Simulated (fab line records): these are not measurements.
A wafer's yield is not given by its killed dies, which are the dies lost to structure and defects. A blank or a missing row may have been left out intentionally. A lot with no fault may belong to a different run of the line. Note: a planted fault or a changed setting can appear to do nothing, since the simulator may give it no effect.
A struck lot beside a sound one :: flow sky130 :: 16 out of 708 route steps
Sound: these wafers, L552.1, L552.3, L552.5. Struck: wafers L563.2, L563.4. (L563.6 of the same lot was not struck and is left out.) The cause comes at the end.
At each step with rows: each side's tool, then ch and its chambers, then its first start. Under that, the readings that differ: sound wafers :: struck wafers :: difference of the means :: sigmas: that difference in standard deviations of wafers without a fault.
alike: same words and numbers on both sides, and readings whose means sit less than 2 such deviations apart. not compared: any withheld reading, any reading some wafer has no value for, any bound like >300 that may hide the same value, and any number with overlapping values for which the record gives no deviation.
The two part at a step that has a row with sigmas, a row that says differs or no value, or rows on one side only. Numbers that don't overlap but have no deviation are shown without sigmas and don't part them. A reading missing from all wafers of one side parts the sides only when that side holds two or more wafers.

SKY_METAL5_SPUTTER_03: material Ti, target thk 5 nm, time 3.3 s.
  sound on pvd_sputter-04, day 43 05:47; struck on pvd_sputter-04, day 46 10:41
  alike: throttle_valve_pct
SKY_METAL5_SPUTTER_04: material TiN, target thk 70 nm, time 58.3 s.
  sound on pvd_sputter-04, day 43 05:47; struck on pvd_sputter-04, day 46 10:42
  alike: throttle_valve_pct
SKY_METAL5_RS_MEAS_05: the measuring method here is four-point-probe.
  sound on film_metro-01, day 43 05:50; struck on film_metro-04, day 46 10:46
  alike: METAL5_ALCU_RS
SKY_METAL5_THK_MEAS_06: measures by xrf.
  sound on film_metro-01, day 43 05:58; struck on film_metro-04, day 46 10:53
  alike: METAL5_ALCU_THK
then, 7 steps without rows for these wafers: SKY_METAL5_DEHYDRATE_07 (time 60 s); SKY_METAL5_HMDS_08 (prime time 60 s); SKY_METAL5_COAT_09 (resist thk 1800 nm); SKY_METAL5_SOFTBAKE_10 (time 60 s); SKY_METAL5_EXPOSE_11 (exposes mask MM5, target cd 1600 nm); SKY_METAL5_PEB_12; SKY_METAL5_DEVELOP_13 (develop time 60 s).
SKY_METAL5_DESCUM_14: chemistry O2, time 11 s.
  sound on rie_metal-03 ch 0,1, day 44 04:36; struck on rie_metal-03 ch 0,1, day 47 07:02
  alike: drypump_motor_current_A, oes_product_au
  not compared: rf_hours_counter_h
SKY_METAL5_METAL_ETCH_15: etches the open film in Cl2/BCl3, stops on SiO2, target depth 1260 nm, time 252 s.
  sound on rie_metal-03 ch 0,1, day 44 04:38; struck on rie_metal-03 ch 0,1, day 47 07:05
reading: oes_product_au (a.u.)
sound: 0.895 0.897 0.893
struck: 0.758 0.759
difference: -0.137
sigmas: -25

reading: model.etch.depth_nm (nm)
sound: 1261 1259 1263
struck: 925.5 920.2
difference: -338.1
sigmas: 

reading: model.METAL5.feature_depth_nm (nm)
sound: 1261 1259 1263
struck: 925.5 920.2
difference: -338.1
sigmas: 

reading: model.NOVOLAK_of_METAL5_COAT_09.thk_nm (nm)
sound: 1048 1043 1035
struck: 1319 1327
difference: +281
sigmas: 
  alike: drypump_motor_current_A, throttle_valve_pct
  not compared: rf_hours_counter_h
SKY_METAL5_STRIP_16: strips in O2/N2.
  sound on plasma_asher-03 ch 0,1, day 44 04:52; struck on plasma_asher-03 ch 1, day 47 07:19
reading: strip_time_to_endpoint_s (s)
sound: 13.23 13.16 13.09
struck: 16.30 16.40
difference: +3.19
sigmas: +21
  alike: drypump_motor_current_A, oes_product_au
  not compared: rf_hours_counter_h
then, 1 step without rows for these wafers: SKY_METAL5_STRIP_17 (strips in post etch residue remover, time 1200 s).
SKY_PAD_OPEN_PROBE_99:
  sound on prober-02, day 46 04:25; struck on prober-02, day 49 01:13
reading: defect_limited_yield (%)
sound: 80.3 84.1 81.1
struck: 0 0
difference: -82
sigmas: -39

reading: killed_at_M4_up
sound: 2 1 5
struck: 418 420
difference: +416
sigmas: +99 or more

reading: killed_dies
sound: 97 78 93
struck: 492 492
difference: +403
sigmas: +40

reading: killed_on_rim
sound: 19 18 16
struck: 96 96
difference: +78
sigmas: +20

reading: sort_bin_5_function (%)
sound: 13.6 9.8 10.8
struck: 92.9 92.3
difference: +81.2
sigmas: +54

reading: sort_n_pass
sound: 395 414 399
struck: 0 0
difference: -403
sigmas: -40

reading: sort_yield_pct (%)
sound: 80.3 84.1 81.1
struck: 0 0
difference: -82
sigmas: -39
  alike: killed_at_M0_to_M3, killed_at_contacts, killed_at_front_end, killed_at_other, killed_open, killed_short, sort_bin_3_pad_short, sort_bin_6_memory

== WHERE THEY PART ==
First at SKY_METAL5_METAL_ETCH_15; last, within this record, at SKY_PAD_OPEN_PROBE_99.

WHY: the cause the simulator had injected
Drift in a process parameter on rie_metal-03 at SKY_METAL5_METAL_ETCH_15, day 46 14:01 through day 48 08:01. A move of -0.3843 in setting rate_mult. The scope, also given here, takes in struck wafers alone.
